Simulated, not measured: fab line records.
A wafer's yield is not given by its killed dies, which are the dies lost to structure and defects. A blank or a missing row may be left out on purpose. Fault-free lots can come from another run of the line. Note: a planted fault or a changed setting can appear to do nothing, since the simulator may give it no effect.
One fault seen from 2 desks -- flow sky130 -- every desk sees just its own numbers, and what lay behind them comes last

THE TOOL OWNER'S DESK: plasma asher-01
The tool's own readings at SKY_DNWELL_STRIP_08 (strips in O2/N2): means of the sampled wafers that have a number, for each lot that ran on this tool. A lot is out of limits, marked OUT, if its mean lies more than 4 standard deviations from the usual mean; the brackets give that distance.
Columns: A = drypump motor current A at SKY_DNWELL_STRIP_08, usual 5.7 A; B = oes product au at SKY_DNWELL_STRIP_08, usual 0.723 a.u.; C = strip time to endpoint s at SKY_DNWELL_STRIP_08, usual 36.94 s
lot,first seen here,A,B,C
L752,day 5 01:20,5.0,0.719,37.02
L753,day 5 07:17,5.5,0.720,37.01
L758,day 5 23:32,4.9,0.722,37.00
L760,day 6 10:29,5.4,0.728,36.92
L761,day 6 15:29,5.2,0.722,36.86
L763,day 7 01:53,5.8,0.718,36.96
L764,day 7 05:01,5.2,0.724,36.98
L766,day 7 16:59,5.4,0.725,37.07
This desk's finding: nothing out of limits on any of the 8 lots.

METROLOGY DESK
Lot by lot, what the gauges showed, no matter which tool ran the lot: averages of those sampled wafers that carry a number. A lot is out of limits, marked OUT, if its mean lies more than 4 standard deviations from the usual mean; the brackets give that distance.
Columns: A = VIA2_BOW at SKY_VIA2_BOW_MEAS_03, usual 88 um
lot,first seen here,A
L746,day 34 14:43,83
L747,day 35 13:59,87
L749,day 36 16:30,92
L752,day 38 03:09,88
L753,day 38 08:17,84
L759,day 40 02:47,75
L758,day 40 05:08,82
L760,day 40 07:23,84
L761,day 40 10:31,92
L763,day 40 10:52,92
L764,day 40 14:05,82
L766,day 41 12:23,92
This desk's finding: nothing out of limits on any of the 12 lots.

PUT TOGETHER
Nothing out of limits was seen by the tool owner's desk.
Metrology desk: nothing out of limits seen.

WHAT THE SIMULATOR HAD INSERTED
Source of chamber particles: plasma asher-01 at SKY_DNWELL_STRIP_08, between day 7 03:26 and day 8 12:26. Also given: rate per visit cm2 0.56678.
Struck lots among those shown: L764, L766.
